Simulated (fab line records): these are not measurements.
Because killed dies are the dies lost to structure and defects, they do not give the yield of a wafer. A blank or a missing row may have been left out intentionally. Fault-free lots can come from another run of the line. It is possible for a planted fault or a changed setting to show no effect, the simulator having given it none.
The tool behind it: which one? + flow sky130 + 12 lots, 36 wafers sampled, at 5 steps of a route of 708

WHAT EACH GAUGE READ, for each wafer
SKY_SONOS_ONO_THK_MEAS_03. Usual: SONOS_ONO_CVD_02_THK typically reads 10.54 nm, with standard deviation 0.12.
| lot  | measured     | on           | SONOS_ONO_CVD_02_THK (nm) | flag |
|------|--------------|--------------|---------------------------|------|
| L717 | day 11 18:28 | filmMetro-01 | 10.71 10.62 10.63         |      |
| L718 | day 12 05:37 | filmMetro-02 | 10.49 10.42 10.56         |      |
| L721 | day 12 16:41 | filmMetro-04 | 10.54 10.44 10.45         |      |
| L723 | day 13 07:44 | filmMetro-02 | 10.63 10.69 10.61         |      |
| L724 | day 13 17:40 | filmMetro-01 | 10.50 10.64 10.50         |      |
| L726 | day 14 10:56 | filmMetro-04 | 10.60 10.57 10.43         |      |
| L727 | day 15 01:02 | filmMetro-04 | 11.71 11.78 11.69         | OFF  |
| L728 | day 15 02:07 | filmMetro-01 | 11.82 11.70 11.72         | OFF  |
| L737 | day 18 00:09 | filmMetro-04 | 10.59 10.46 10.64         |      |
| L738 | day 18 12:44 | filmMetro-01 | 10.68 10.53 10.65         |      |
| L739 | day 18 18:42 | filmMetro-01 | 10.43 10.42 10.37         |      |
| L740 | day 19 03:05 | filmMetro-04 | 10.46 10.52 10.36         |      |

SKY_LDD_N_OVL_MEAS_07. Usual: LDD_N_OVL typically reads -0.3 nm, with standard deviation 1.2.
| lot  | measured     | on         | LDD_N_OVL (nm) | flag |
|------|--------------|------------|----------------|------|
| L717 | day 17 14:43 | overlay-01 | 0.0 -2.9 -1.7  |      |
| L718 | day 18 03:25 | overlay-01 | -0.5 -1.5 -2.7 |      |
| L721 | day 19 17:38 | overlay-02 | -0.5 -1.8 -1.2 |      |
| L723 | day 19 18:04 | overlay-01 | 1.1 0.7 -1.0   |      |
| L724 | day 20 04:40 | overlay-02 | 3.3 1.5 2.0    |      |
| L726 | day 20 23:09 | overlay-01 | -0.2 -1.2 -1.2 |      |
| L727 | day 21 15:52 | overlay-02 | 1.5 -0.6 1.3   |      |
| L728 | day 21 14:58 | overlay-01 | 0.4 0.7 -0.6   |      |
| L737 | day 24 18:43 | overlay-01 | 1.4 -0.6 -0.3  |      |
| L738 | day 25 07:27 | overlay-01 | -1.1 -0.7 -1.4 |      |
| L739 | day 25 11:47 | overlay-01 | -0.9 -0.1 0.5  |      |
| L740 | day 25 18:08 | overlay-02 | -0.1 -1.3 -0.6 |      |

SKY_RES_XHIGH_TW_MEAS_09. Usual: RES_XHIGH_TW typically reads 1641, with standard deviation 14.
| lot  | measured     | on           | RES_XHIGH_TW   | flag |
|------|--------------|--------------|----------------|------|
| L717 | day 26 15:50 | filmMetro-01 | 1641 1628 1634 |      |
| L718 | day 27 01:08 | filmMetro-02 | 1658 1667 1663 |      |
| L721 | day 28 15:53 | filmMetro-02 | 1654 1659 1654 |      |
| L723 | day 28 15:21 | filmMetro-02 | 1661 1661 1654 |      |
| L724 | day 28 23:27 | filmMetro-02 | 1653 1658 1652 |      |
| L726 | day 29 19:12 | filmMetro-03 | 1616 1617 1619 |      |
| L727 | day 30 08:27 | filmMetro-01 | 1623 1628 1625 |      |
| L728 | day 30 07:51 | filmMetro-01 | 1611 1620 1619 |      |
| L737 | day 33 03:54 | filmMetro-03 | 1639 1627 1630 |      |
| L738 | day 33 14:53 | filmMetro-02 | 1643 1651 1646 |      |
| L739 | day 33 20:20 | filmMetro-02 | 1649 1649 1653 |      |
| L740 | day 34 00:54 | filmMetro-03 | 1630 1626 1630 |      |

EACH LOT AND THE TOOL THAT RAN IT (in order: tool; ch and the chambers of the sampled wafers; start)
| lot  | SKY_SONOS_ONO_CVD_02        | SKY_LDD_P_STRIP_10                  |
|------|-----------------------------|-------------------------------------|
| L717 | lpcvd-02 ch 0, day 11 17:24 | plasmaAsher-01 ch 0,1, day 18 22:55 |
| L718 | lpcvd-02 ch 0, day 12 04:34 | plasmaAsher-03 ch 0,1, day 19 11:01 |
| L721 | lpcvd-02 ch 1, day 12 15:38 | plasmaAsher-01 ch 0,1, day 21 03:21 |
| L723 | lpcvd-02 ch 0, day 13 06:41 | plasmaAsher-02 ch 0,1, day 21 04:00 |
| L724 | lpcvd-02 ch 1, day 13 16:37 | plasmaAsher-02 ch 0,1, day 21 12:52 |
| L726 | lpcvd-02 ch 1, day 14 09:53 | plasmaAsher-03 ch 0,1, day 22 07:42 |
| L727 | lpcvd-02 ch 1, day 14 23:59 | plasmaAsher-03 ch 0, day 22 23:43   |
| L728 | lpcvd-02 ch 1, day 15 01:02 | plasmaAsher-02 ch 0,1, day 22 23:02 |
| L737 | lpcvd-02 ch 1, day 17 23:05 | plasmaAsher-03 ch 0,1, day 26 01:28 |
| L738 | lpcvd-02 ch 1, day 18 11:40 | plasmaAsher-02 ch 0,1, day 26 14:40 |
| L739 | lpcvd-02 ch 0, day 18 17:37 | plasmaAsher-01 ch 0,1, day 26 18:44 |
| L740 | lpcvd-02 ch 0, day 19 02:02 | plasmaAsher-02 ch 0,1, day 27 00:43 |
- SKY_SONOS_ONO_CVD_02: deposits Si3N4 from DCS/NH3, target thk 10.5 nm, time 180 s.
- SKY_LDD_P_STRIP_10: strips in O2/N2.

WHAT THE TOOLS THEMSELVES READ (means of the sampled wafers that have a number; where no wafer has one, the mark that the record gives instead)
SKY_SONOS_ONO_CVD_02. Usual: zonePowerCentrePct 14.3 %, standard deviation 0.86; zonePowerUpperPct 13.2 %, standard deviation 0.76.
| lot  | tool     | zonePowerCentrePct (%) | zonePowerUpperPct (%) | flag |
|------|----------|------------------------|-----------------------|------|
| L717 | lpcvd-02 | 15.3                   | 12.4                  |      |
| L718 | lpcvd-02 | 15.1                   | 12.4                  |      |
| L721 | lpcvd-02 | 13.5                   | 14.0                  |      |
| L723 | lpcvd-02 | 15.0                   | 12.2                  |      |
| L724 | lpcvd-02 | 13.7                   | 14.0                  |      |
| L726 | lpcvd-02 | 13.5                   | 13.8                  |      |
| L727 | lpcvd-02 | 13.6                   | 13.9                  |      |
| L728 | lpcvd-02 | 13.7                   | 14.0                  |      |
| L737 | lpcvd-02 | 13.6                   | 13.9                  |      |
| L738 | lpcvd-02 | 13.5                   | 13.9                  |      |
| L739 | lpcvd-02 | 15.2                   | 12.5                  |      |
| L740 | lpcvd-02 | 15.2                   | 12.4                  |      |

SKY_LDD_P_STRIP_10. Usual: drypumpMotorCurrentA 5.6 A, standard deviation 0.35; oesProductAu 0.716 a.u., standard deviation 0.0046; stripTimeToEndpointS 14.17 s, standard deviation 0.046.
| lot  | tool           | drypumpMotorCurrentA (A) | oesProductAu (a.u.) | stripTimeToEndpointS (s) | flag |
|------|----------------|--------------------------|---------------------|--------------------------|------|
| L717 | plasmaAsher-01 | 5.1                      | 0.716               | 14.22                    |      |
| L718 | plasmaAsher-03 | 5.7                      | 0.715               | 14.15                    |      |
| L721 | plasmaAsher-01 | 5.1                      | 0.718               | 14.19                    |      |
| L723 | plasmaAsher-02 | 5.8                      | 0.711               | 14.12                    |      |
| L724 | plasmaAsher-02 | 6.0                      | 0.722               | 14.22                    |      |
| L726 | plasmaAsher-03 | 5.7                      | 0.719               | 14.15                    |      |
| L727 | plasmaAsher-03 | 5.8                      | 0.711               | 14.24                    |      |
| L728 | plasmaAsher-02 | 5.8                      | 0.716               | 14.19                    |      |
| L737 | plasmaAsher-03 | 5.7                      | 0.712               | 14.13                    |      |
| L738 | plasmaAsher-02 | 5.8                      | 0.720               | 14.16                    |      |
| L739 | plasmaAsher-01 | 5.1                      | 0.718               | 14.16                    |      |
| L740 | plasmaAsher-02 | 6.0                      | 0.714               | 14.23                    |      |

THE ANSWER, worked out from the rows above alone
Rule: a lot is off if the mean of its wafers that have a number lies more than 3 standard deviations from the usual mean. Also off: a lot with no number at a reading for which 4 or more lots have one. Where the step has rows for the other lots, those lots are counted as sound. The gauges are gone through in route order, then the tools' own readings, and for those a lot's mean is taken as printed above. The first step at which some lot is off is used, and at that step the reading that is off furthest; a lot without a number counts as furthest.
Off: at SKY_SONOS_ONO_THK_MEAS_03 (SONOS_ONO_CVD_02_THK), L727, L728.
If a tool, at a process step before that reading, ran all the lots that are off and no sound lot after the first of them, it fits. Those tools and the gauges at SKY_SONOS_ONO_THK_MEAS_03 are tried in the same way. No candidate that was tried fits.

WHAT THE SIMULATOR PUT IN
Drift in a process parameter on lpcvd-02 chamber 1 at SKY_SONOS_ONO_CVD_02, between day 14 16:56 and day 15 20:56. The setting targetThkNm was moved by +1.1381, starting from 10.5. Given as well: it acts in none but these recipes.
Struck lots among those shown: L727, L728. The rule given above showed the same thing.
